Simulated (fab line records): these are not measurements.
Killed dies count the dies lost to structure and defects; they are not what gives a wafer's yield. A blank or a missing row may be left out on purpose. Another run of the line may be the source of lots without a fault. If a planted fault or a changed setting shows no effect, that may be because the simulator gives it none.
Which tool is to blame? | flow sky130 | 12 lots, 36 wafers sampled, at 4 steps of a route of 708

## WHAT THE GAUGES SHOWED, per wafer
SKY_SONOS_ONO_THK_MEAS_05.
lot  | measured     | on            | SONOS_ONO_CVD_04_THK (nm)
L403 | day 11 20:35 | film metro-02 | 5.76 5.63 5.65
L404 | day 12 01:23 | film metro-01 | 5.71 5.58 5.68
L405 | day 12 09:38 | film metro-02 | 5.73 5.66 5.69
L406 | day 12 13:52 | film metro-02 | 5.83 5.83 5.76
L408 | day 12 21:57 | film metro-01 | 5.81 5.89 5.75
L407 | day 13 03:52 | film metro-01 | 5.81 5.88 5.82
L409 | day 13 14:16 | film metro-04 | 5.82 5.87 5.93
L410 | day 14 01:13 | film metro-01 | 5.55 5.63 5.60
L416 | day 15 23:27 | film metro-02 | 5.75 5.87 5.83
L417 | day 16 11:50 | film metro-04 | 5.74 5.88 5.84
L424 | day 18 17:02 | film metro-04 | 5.75 5.74 5.74
L425 | day 19 01:45 | film metro-04 | 5.70 5.75 5.79

SKY_SONOS_ONO_CD_MEAS_13 targets a cd of 410 nm.
lot  | measured     | on        | cd nm (nm)
L403 | day 12 20:47 | cd sem-02 | 404.6 406.1 403.3
L404 | day 13 01:47 | cd sem-01 | 409.2 407.8 408.7
L405 | day 13 10:24 | cd sem-02 | 408.0 411.4 410.0
L406 | day 13 14:38 | cd sem-01 | 412.0 411.3 408.3
L408 | day 13 23:05 | cd sem-02 | 413.7 413.2 411.8
L407 | day 14 04:24 | cd sem-01 | 410.1 410.3 409.0
L409 | day 14 16:26 | cd sem-02 | 411.8 412.4 412.5
L410 | day 15 03:44 | cd sem-02 | 408.4 408.6 409.2
L416 | day 17 04:30 | cd sem-02 | 411.5 412.1 409.2
L417 | day 17 15:34 | cd sem-01 | 408.8 408.2 408.7
L424 | day 19 23:23 | cd sem-02 | 411.9 411.3 413.5
L425 | day 20 09:09 | cd sem-01 | 412.7 411.7 413.7

SKY_GATE_OXIDE_THK_MEAS_02.
lot  | measured     | on            | GATE_OXIDE_OXIDATION_00_THK (nm)
L403 | day 12 23:58 | film metro-04 | 10.12 10.26 10.19
L404 | day 13 05:47 | film metro-03 | 10.10 10.39 10.13
L405 | day 13 13:53 | film metro-01 | 10.22 10.17 10.27
L406 | day 13 18:19 | film metro-04 | 10.34 10.23 10.41
L408 | day 14 01:28 | film metro-03 | 10.55 10.73 10.67
L407 | day 14 07:12 | film metro-03 | 10.22 10.29 10.46
L409 | day 14 18:55 | film metro-03 | 10.34 9.94 10.26
L410 | day 15 06:52 | film metro-03 | 10.14 10.15 10.05
L416 | day 17 08:25 | film metro-01 | 10.31 10.27 10.28
L417 | day 17 18:20 | film metro-01 | 10.18 10.16 10.26
L424 | day 20 01:20 | film metro-03 | 11.56 11.61 11.63
L425 | day 20 12:17 | film metro-03 | 11.85 11.84 11.70

## EACH LOT AND THE TOOL THAT RAN IT (in order: tool; ch and the chambers of the sampled wafers; start)
lot  | SKY_GATE_OXIDE_OXIDATION_01
L403 | furnace-02 ch 0, day 12 22:34
L404 | furnace-02 ch 0, day 13 04:23
L405 | furnace-01 ch 0, day 13 12:28
L406 | furnace-01 ch 0, day 13 16:53
L408 | furnace-01 ch 0, day 14 00:03
L407 | furnace-01 ch 0, day 14 05:46
L409 | furnace-02 ch 0, day 14 17:31
L410 | furnace-02 ch 0, day 15 05:28
L416 | furnace-01 ch 0, day 17 07:00
L417 | furnace-01 ch 0, day 17 16:55
L424 | furnace-01 ch 0, day 19 23:55
L425 | furnace-01 ch 0, day 20 10:52
- SKY_GATE_OXIDE_OXIDATION_01: stabilise 600 s, purge 300 s, target thk 10.268 nm.

## WHAT THE TOOLS THEMSELVES READ (means of the sampled wafers that have a number; where no wafer has one, the mark that the record gives instead)
SKY_GATE_OXIDE_OXIDATION_01.
lot  | tool       | spike tc centre C (C) | spike tc upper C (C) | tube center temp C (C)
L403 | furnace-02 | 901.8                 | 899.2                | 899.89
L404 | furnace-02 | 902.0                 | 899.3                | 900.00
L405 | furnace-01 | 904.1                 | 900.9                | 899.99
L406 | furnace-01 | 903.5                 | 899.9                | 900.00
L408 | furnace-01 | 902.6                 | 900.5                | 900.06
L407 | furnace-01 | 901.4                 | 900.4                | 899.98
L409 | furnace-02 | 901.8                 | 899.5                | 900.01
L410 | furnace-02 | 902.1                 | 897.4                | 900.00
L416 | furnace-01 | 902.7                 | 901.2                | 899.98
L417 | furnace-01 | 903.8                 | 900.6                | 899.90
L424 | furnace-01 | 903.3                 | 900.6                | 899.98
L425 | furnace-01 | 903.5                 | 900.2                | 900.00

## THE ANSWER, worked out from the rows above alone
Rule: the lots themselves supply what counts as usual. Put in order of their means at a reading, lots are off if they are a third of the lots or fewer, leave a main group of 4 or more, and stand apart from it by a gap of 3 or more times the standard deviation of the main group's means; of several such gaps the widest counts. Not used: any main group whose means are identical at the precision the tables above print for the reading. A lot without any number at a reading at which 4 lots or more have one is off too. All remaining lots with rows at the step are treated as sound. First the gauges in route order, then the tools' own readings, where a lot's mean is used as printed above. The first step at which some lot is off is used, and at that step the reading that is off furthest; a lot without a number counts as furthest.
Off: at SKY_GATE_OXIDE_THK_MEAS_02 (GATE_OXIDE_OXIDATION_00_THK), L424, L425. For the main group the mean is 10.27 nm and the standard deviation 0.14.
A tool fits if, at a process step before that reading, it ran every lot that is off, and no sound lot after the first of them. Those tools and the gauges at SKY_GATE_OXIDE_THK_MEAS_02 are tried in the same way. 2 tools fit, furnace-01 at SKY_GATE_OXIDE_OXIDATION_01 and film metro-03 at SKY_GATE_OXIDE_THK_MEAS_02, so this cannot tell which one it is.

## WHAT WAS PUT IN BY THE SIMULATOR
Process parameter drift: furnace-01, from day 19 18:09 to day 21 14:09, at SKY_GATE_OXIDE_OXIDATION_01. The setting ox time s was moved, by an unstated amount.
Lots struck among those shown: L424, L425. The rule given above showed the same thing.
